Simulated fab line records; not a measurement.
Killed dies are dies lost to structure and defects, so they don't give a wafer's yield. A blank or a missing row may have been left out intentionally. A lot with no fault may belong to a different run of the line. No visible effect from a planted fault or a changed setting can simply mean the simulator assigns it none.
The same fault as seen by 2 desks || flow gf180mcu || what lay behind the numbers comes last; until then each desk has only its own

== THE TOOL OWNER'S DESK: furnace-01 ==
The tool's own readings at GF_DUAL_GATE_OXIDATION_15 (stabilise 600 s, purge 300 s, target thk 7.098 nm): means of the sampled wafers that have a number, for each lot that ran on this tool. Marked OUT: a lot whose mean sits more than 4 standard deviations from the usual mean, which makes it out of limits; the brackets give that distance.
Columns: A = spike-tc-bottom-C at GF_DUAL_GATE_OXIDATION_15, usual 869.1 C; B = spike-tc-centre-C at GF_DUAL_GATE_OXIDATION_15, usual 850.4 C; C = spike-tc-lower-C at GF_DUAL_GATE_OXIDATION_15, usual 850.5 C; D = spike-tc-top-C at GF_DUAL_GATE_OXIDATION_15, usual 862.2 C; E = spike-tc-upper-C at GF_DUAL_GATE_OXIDATION_15, usual 850.1 C; F = tube-center-temp-C at GF_DUAL_GATE_OXIDATION_15, usual 850 C; G = tube_center_temp_C_max at GF_DUAL_GATE_OXIDATION_15, usual 852.1
{"lot": "L736", "first seen here": "day 8 18:25", "A": 869.9, "B": 850.0, "C": 851.0, "D": 862.0, "E": 849.8, "F": 850, "G": 851.9}
{"lot": "L737", "first seen here": "day 9 02:17", "A": 870.0, "B": 850.3, "C": 850.5, "D": 861.2, "E": 849.6, "F": 850, "G": 852.1}
{"lot": "L738", "first seen here": "day 9 12:35", "A": 870.5, "B": 850.2, "C": 850.2, "D": 861.5, "E": 849.9, "F": 850, "G": 852.0}
{"lot": "L739", "first seen here": "day 9 16:59", "A": 871.3, "B": 849.8, "C": 850.7, "D": 861.8, "E": 848.9, "F": 850, "G": 852.1}
{"lot": "L741", "first seen here": "day 10 11:25", "A": 870.5, "B": 849.0, "C": 849.4, "D": 860.8, "E": 849.6, "F": 850, "G": 852.2}
{"lot": "L748", "first seen here": "day 12 10:49", "A": 876.4, "B": "855.4 (+4.2) OUT", "C": "857.0 (+6.5) OUT", "D": "867.9 (+4.1) OUT", "E": "856.5 (+6.4) OUT", "F": "856 (+81) OUT", "G": "857.7 (+18) OUT"}
{"lot": "L749", "first seen here": "day 12 20:14", "A": 875.8, "B": "855.9 (+4.6) OUT", "C": "856.6 (+6.1) OUT", "D": "868.2 (+4.3) OUT", "E": "855.6 (+5.5) OUT", "F": "856 (+81) OUT", "G": "858.1 (+19) OUT"}
{"lot": "L750", "first seen here": "day 13 05:54", "A": 875.4, "B": "856.1 (+4.8) OUT", "C": "857.1 (+6.6) OUT", "D": 867.1, "E": "856.3 (+6.2) OUT", "F": "856 (+82) OUT", "G": "858.2 (+20) OUT"}
This desk's finding: out of limits on L748, L749, L750; first on L748, day 12 10:49 (spike-tc-centre-C at GF_DUAL_GATE_OXIDATION_15). L736, L737, L738, L739, L741 stayed within limits.

== THE METROLOGY DESK ==
Lot by lot, what the gauges showed, no matter which tool ran the lot: averages of those sampled wafers that carry a number. Marked OUT: a lot whose mean sits more than 4 standard deviations from the usual mean, which makes it out of limits; the brackets give that distance.
Columns: A = M1_OVL at GF_M1_OVL_MEAS_15, usual -1 nm; B = cd-nm at GF_V1_CD_MEAS_14, usual 260.1 nm
{"lot": "L734", "first seen here": "day 16 18:07", "A": -6, "B": 260.3}
{"lot": "L735", "first seen here": "day 17 07:31", "A": -6, "B": 259.5}
{"lot": "L736", "first seen here": "day 17 10:40", "A": -7, "B": 259.5}
{"lot": "L737", "first seen here": "day 17 20:37", "A": 6, "B": 258.9}
{"lot": "L738", "first seen here": "day 18 08:53", "A": -7, "B": 259.2}
{"lot": "L739", "first seen here": "day 18 19:51", "A": 3, "B": 261.2}
{"lot": "L740", "first seen here": "day 19 01:31", "A": -7, "B": 259.5}
{"lot": "L741", "first seen here": "day 19 19:49", "A": -6, "B": 260.3}
{"lot": "L748", "first seen here": "day 22 11:28", "A": -6, "B": 259.1}
{"lot": "L749", "first seen here": "day 22 21:52", "A": 3, "B": 261.7}
{"lot": "L750", "first seen here": "day 23 12:20", "A": -1, "B": 261.1}
{"lot": "L755", "first seen here": "day 24 17:16", "A": 1, "B": 259.2}
{"lot": "L757", "first seen here": "day 25 10:13", "A": 2, "B": 259.0}
This desk's verdict: no lot among the 13 shows anything out of limits.

== BROUGHT TOGETHER ==
An alarm could have come from the tool owner's desk at day 12 10:49, on L748, L749, L750.
The metrology desk saw nothing out of limits.
The metrology desk has L748, L749, L750 on record, within its limits.
GF_DUAL_GATE_OXIDATION_15 was run on furnace-01 by each of the lots named.

== WHAT THE SIMULATOR HAD PUT IN ==
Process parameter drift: furnace-01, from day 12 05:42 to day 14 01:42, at GF_DUAL_GATE_OXIDATION_15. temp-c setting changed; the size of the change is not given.
Shown lots that were struck: L748, L749, L750.
How many hours passed from the start of the fault until each desk's first out-of-limits reading: the tool owner's desk, 5.
